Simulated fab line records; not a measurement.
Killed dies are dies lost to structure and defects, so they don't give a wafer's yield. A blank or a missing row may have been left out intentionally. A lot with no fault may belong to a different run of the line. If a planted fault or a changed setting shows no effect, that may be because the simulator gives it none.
Which tool is to blame? / flow gf180mcu / 11 lots, 33 wafers sampled, at 7 steps of a route of 602

== WHAT EACH GAUGE READ, for each wafer ==
GF_M2_OVL_MEAS_15.
lot=L331; measured=day 19 01:45; on=overlay-01; M2_OVL (nm)=1 4 10
lot=L332; measured=day 19 13:50; on=overlay-02; M2_OVL (nm)=-5 3 -4
lot=L333; measured=day 20 16:41; on=overlay-01; M2_OVL (nm)=-4 6 5
lot=L335; measured=day 21 00:22; on=overlay-01; M2_OVL (nm)=4 2 -6
lot=L337; measured=day 21 09:08; on=overlay-01; M2_OVL (nm)=-4 4 0
lot=L345; measured=day 24 11:38; on=overlay-02; M2_OVL (nm)=2 3 11
lot=L349; measured=day 26 03:13; on=overlay-02; M2_OVL (nm)=2 0 -3
lot=L351; measured=day 26 10:01; on=overlay-01; M2_OVL (nm)=-1 -4 3
lot=L352; measured=day 26 13:22; on=overlay-01; M2_OVL (nm)=2 -5 -11
lot=L353; measured=day 26 14:04; on=overlay-02; M2_OVL (nm)=7 10 -1
lot=L354; measured=day 27 08:29; on=overlay-02; M2_OVL (nm)=6 1 3

GF_V2_BOW_MEAS_05.
lot=L331; measured=day 19 03:05; on=film_metro-04; V2_BOW (um)=89 101 95
lot=L332; measured=day 19 15:10; on=film_metro-03; V2_BOW (um)=106 102 107
lot=L333; measured=day 20 17:57; on=film_metro-03; V2_BOW (um)=87 82 90
lot=L335; measured=day 21 01:38; on=film_metro-04; V2_BOW (um)=96 107 107
lot=L337; measured=day 21 10:34; on=film_metro-01; V2_BOW (um)=79 95 95
lot=L345; measured=day 24 12:56; on=film_metro-04; V2_BOW (um)=98 96 99
lot=L349; measured=day 26 04:29; on=film_metro-01; V2_BOW (um)=117 105 100
lot=L351; measured=day 26 11:35; on=film_metro-01; V2_BOW (um)=118 111 120
lot=L352; measured=day 26 14:39; on=film_metro-04; V2_BOW (um)=105 97 97
lot=L353; measured=day 26 15:22; on=film_metro-01; V2_BOW (um)=96 106 90
lot=L354; measured=day 27 09:45; on=film_metro-01; V2_BOW (um)=93 95 92

GF_V3_RS_MEAS_24: measurement is done with a four-point probe.
lot=L331; measured=day 22 07:07; on=film_metro-01; V3_W_RS (ohm/sq)=0.3305 0.3278 0.3264
lot=L332; measured=day 22 19:08; on=film_metro-01; V3_W_RS (ohm/sq)=0.3265 0.3260 0.3279
lot=L333; measured=day 23 17:01; on=film_metro-02; V3_W_RS (ohm/sq)=0.3304 0.3233 0.3323
lot=L335; measured=day 24 09:14; on=film_metro-02; V3_W_RS (ohm/sq)=0.2514 0.3287 0.3290
lot=L337; measured=day 24 13:07; on=film_metro-04; V3_W_RS (ohm/sq)=0.2528 0.3329 0.3317
lot=L345; measured=day 27 08:24; on=film_metro-04; V3_W_RS (ohm/sq)=0.3275 0.3269 0.3276
lot=L349; measured=day 28 20:09; on=film_metro-04; V3_W_RS (ohm/sq)=0.3301 0.3274 0.3281
lot=L351; measured=day 29 04:09; on=film_metro-01; V3_W_RS (ohm/sq)=0.3303 0.3256 0.3268
lot=L352; measured=day 29 06:30; on=film_metro-01; V3_W_RS (ohm/sq)=0.3224 0.3221 0.3251
lot=L353; measured=day 29 06:50; on=film_metro-02; V3_W_RS (ohm/sq)=0.3312 0.3298 0.3280
lot=L354; measured=day 30 00:22; on=film_metro-02; V3_W_RS (ohm/sq)=0.3331 0.3323 0.3340

GF_V3_THK_MEAS_25: measures by xrf.
lot=L331; measured=day 22 07:12; on=film_metro-01; V3_W_THK (nm)=340 345 346
lot=L332; measured=day 22 19:14; on=film_metro-01; V3_W_THK (nm)=344 346 344
lot=L333; measured=day 23 17:08; on=film_metro-02; V3_W_THK (nm)=342 347 341
lot=L335; measured=day 24 09:22; on=film_metro-02; V3_W_THK (nm)=447 345 344
lot=L337; measured=day 24 13:14; on=film_metro-04; V3_W_THK (nm)=452 344 349
lot=L345; measured=day 27 08:31; on=film_metro-04; V3_W_THK (nm)=347 350 349
lot=L349; measured=day 28 20:16; on=film_metro-04; V3_W_THK (nm)=344 346 346
lot=L351; measured=day 29 04:16; on=film_metro-01; V3_W_THK (nm)=343 349 346
lot=L352; measured=day 29 06:37; on=film_metro-01; V3_W_THK (nm)=351 351 349
lot=L353; measured=day 29 06:57; on=film_metro-02; V3_W_THK (nm)=342 344 347
lot=L354; measured=day 30 00:29; on=film_metro-02; V3_W_THK (nm)=338 338 337

GF_M4_RS_MEAS_05: measurement is done with a four-point probe.
lot=L331; measured=day 22 07:49; on=film_metro-01; M4_ALCU_RS (ohm/sq)=0.0698 0.0695 0.0698
lot=L332; measured=day 22 19:57; on=film_metro-02; M4_ALCU_RS (ohm/sq)=0.0688 0.0690 0.0690
lot=L333; measured=day 23 17:45; on=film_metro-02; M4_ALCU_RS (ohm/sq)=0.0697 0.0693 0.0703
lot=L335; measured=day 24 09:56; on=film_metro-01; M4_ALCU_RS (ohm/sq)=0.0691 0.0695 0.0694
lot=L337; measured=day 24 13:50; on=film_metro-02; M4_ALCU_RS (ohm/sq)=0.0694 0.0703 0.0696
lot=L345; measured=day 27 09:07; on=film_metro-02; M4_ALCU_RS (ohm/sq)=0.0693 0.0691 0.0696
lot=L349; measured=day 28 20:51; on=film_metro-01; M4_ALCU_RS (ohm/sq)=0.0695 0.0696 0.0697
lot=L351; measured=day 29 04:53; on=film_metro-03; M4_ALCU_RS (ohm/sq)=0.0695 0.0699 0.0702
lot=L352; measured=day 29 07:12; on=film_metro-03; M4_ALCU_RS (ohm/sq)=0.0689 0.0690 0.0684
lot=L353; measured=day 29 07:32; on=film_metro-02; M4_ALCU_RS (ohm/sq)=0.0693 0.0692 0.0690
lot=L354; measured=day 30 01:04; on=film_metro-03; M4_ALCU_RS (ohm/sq)=0.0696 0.0700 0.0704

== WHAT TOOL EACH LOT RAN ON (gives the tool, then ch and the chambers of the sampled wafers, and finally the start) ==
lot=L331; GF_V3_CVD_23=cvd_w-01 ch 0,1, day 22 06:58; GF_V3_CMP_26=cmp-01 ch 0,1,3, day 22 07:20
lot=L332; GF_V3_CVD_23=cvd_w-01 ch 0,1, day 22 19:01; GF_V3_CMP_26=cmp-02 ch 0,3, day 22 19:26
lot=L333; GF_V3_CVD_23=cvd_w-01 ch 0,1, day 23 16:55; GF_V3_CMP_26=cmp-01 ch 1,2, day 23 17:17
lot=L335; GF_V3_CVD_23=cvd_w-01 ch 0,1, day 24 09:08; GF_V3_CMP_26=cmp-01 ch 0,1, day 24 09:28
lot=L337; GF_V3_CVD_23=cvd_w-01 ch 0,1, day 24 13:01; GF_V3_CMP_26=cmp-02 ch 0,2,3, day 24 13:18
lot=L345; GF_V3_CVD_23=cvd_w-02 ch 1, day 27 08:17; GF_V3_CMP_26=cmp-01 ch 1,2,3, day 27 08:41
lot=L349; GF_V3_CVD_23=cvd_w-02 ch 0,1, day 28 20:02; GF_V3_CMP_26=cmp-02 ch 0,2,3, day 28 20:26
lot=L351; GF_V3_CVD_23=cvd_w-01 ch 0, day 29 04:01; GF_V3_CMP_26=cmp-01 ch 1,2,3, day 29 04:22
lot=L352; GF_V3_CVD_23=cvd_w-01 ch 0, day 29 06:22; GF_V3_CMP_26=cmp-01 ch 1,2,3, day 29 06:40
lot=L353; GF_V3_CVD_23=cvd_w-02 ch 0,1, day 29 06:43; GF_V3_CMP_26=cmp-02 ch 0,1, day 29 07:01
lot=L354; GF_V3_CVD_23=cvd_w-01 ch 0,1, day 30 00:14; GF_V3_CMP_26=cmp-02 ch 0,1,2, day 30 00:35
- GF_V3_CVD_23: deposits W, target thk 350 nm, time 104.9 s.
- GF_V3_CMP_26: polishes, stops on SiO2, t overpolish 15 s, target thk 0 nm.

== WHAT THE TOOLS THEMSELVES READ (means of the sampled wafers that have a number; where no wafer has one, the mark that the record gives instead) ==
GF_V3_CVD_23.
lot=L331; tool=cvd_w-01; heater_power_w (W)=841
lot=L332; tool=cvd_w-01; heater_power_w (W)=858
lot=L333; tool=cvd_w-01; heater_power_w (W)=842
lot=L335; tool=cvd_w-01; heater_power_w (W)=848
lot=L337; tool=cvd_w-01; heater_power_w (W)=843
lot=L345; tool=cvd_w-02; heater_power_w (W)=908
lot=L349; tool=cvd_w-02; heater_power_w (W)=888
lot=L351; tool=cvd_w-01; heater_power_w (W)=834
lot=L352; tool=cvd_w-01; heater_power_w (W)=835
lot=L353; tool=cvd_w-02; heater_power_w (W)=910
lot=L354; tool=cvd_w-01; heater_power_w (W)=856

GF_V3_CMP_26.
lot=L331; tool=cmp-01; motor_current_A (A)=11.1; time_to_endpoint_s (s)=82.3
lot=L332; tool=cmp-02; motor_current_A (A)=11.4; time_to_endpoint_s (s)=85.0
lot=L333; tool=cmp-01; motor_current_A (A)=11.5; time_to_endpoint_s (s)=87.8
lot=L335; tool=cmp-01; motor_current_A (A)=10.6; time_to_endpoint_s (s)=93.4
lot=L337; tool=cmp-02; motor_current_A (A)=11.4; time_to_endpoint_s (s)=96.3
lot=L345; tool=cmp-01; motor_current_A (A)=11.4; time_to_endpoint_s (s)=89.4
lot=L349; tool=cmp-02; motor_current_A (A)=10.8; time_to_endpoint_s (s)=81.5
lot=L351; tool=cmp-01; motor_current_A (A)=11.2; time_to_endpoint_s (s)=86.3
lot=L352; tool=cmp-01; motor_current_A (A)=11.6; time_to_endpoint_s (s)=85.8
lot=L353; tool=cmp-02; motor_current_A (A)=12.4; time_to_endpoint_s (s)=85.5
lot=L354; tool=cmp-02; motor_current_A (A)=11.5; time_to_endpoint_s (s)=82.7

== THE ANSWER, worked out from the rows above alone ==
Rule: usual is defined by the lots themselves. The widest of any qualifying gaps counts: lots, ordered by their means at a reading, are off when they make up no more than a third of the lots, leave a main group of 4 or more, and stand apart from it by 3 or more times the standard deviation of that group's means. A main group is skipped when, at the precision printed for the reading in the tables above, its means are all equal. Also off: a lot with no number at a reading for which 4 or more lots have one. All remaining lots with rows at the step are treated as sound. Order of review: gauges by route order, followed by the tools' own readings, for which a lot's mean as printed above is used. At the first step where some lot is off, the reading lying furthest off is the one used; lots without a number count as furthest.
Off: at GF_V3_RS_MEAS_24 (V3_W_RS), L335, L337. The main group has a mean of 0.3281 ohm/sq with a standard deviation of 0.0025.
If a tool, at a process step before that reading, ran all the lots that are off and no sound lot after the first of them, it fits. The gauges at GF_V3_RS_MEAS_24 are tried like those tools. No candidate that was tried fits.

== WHAT HAD BEEN PUT IN BY THE SIMULATOR ==
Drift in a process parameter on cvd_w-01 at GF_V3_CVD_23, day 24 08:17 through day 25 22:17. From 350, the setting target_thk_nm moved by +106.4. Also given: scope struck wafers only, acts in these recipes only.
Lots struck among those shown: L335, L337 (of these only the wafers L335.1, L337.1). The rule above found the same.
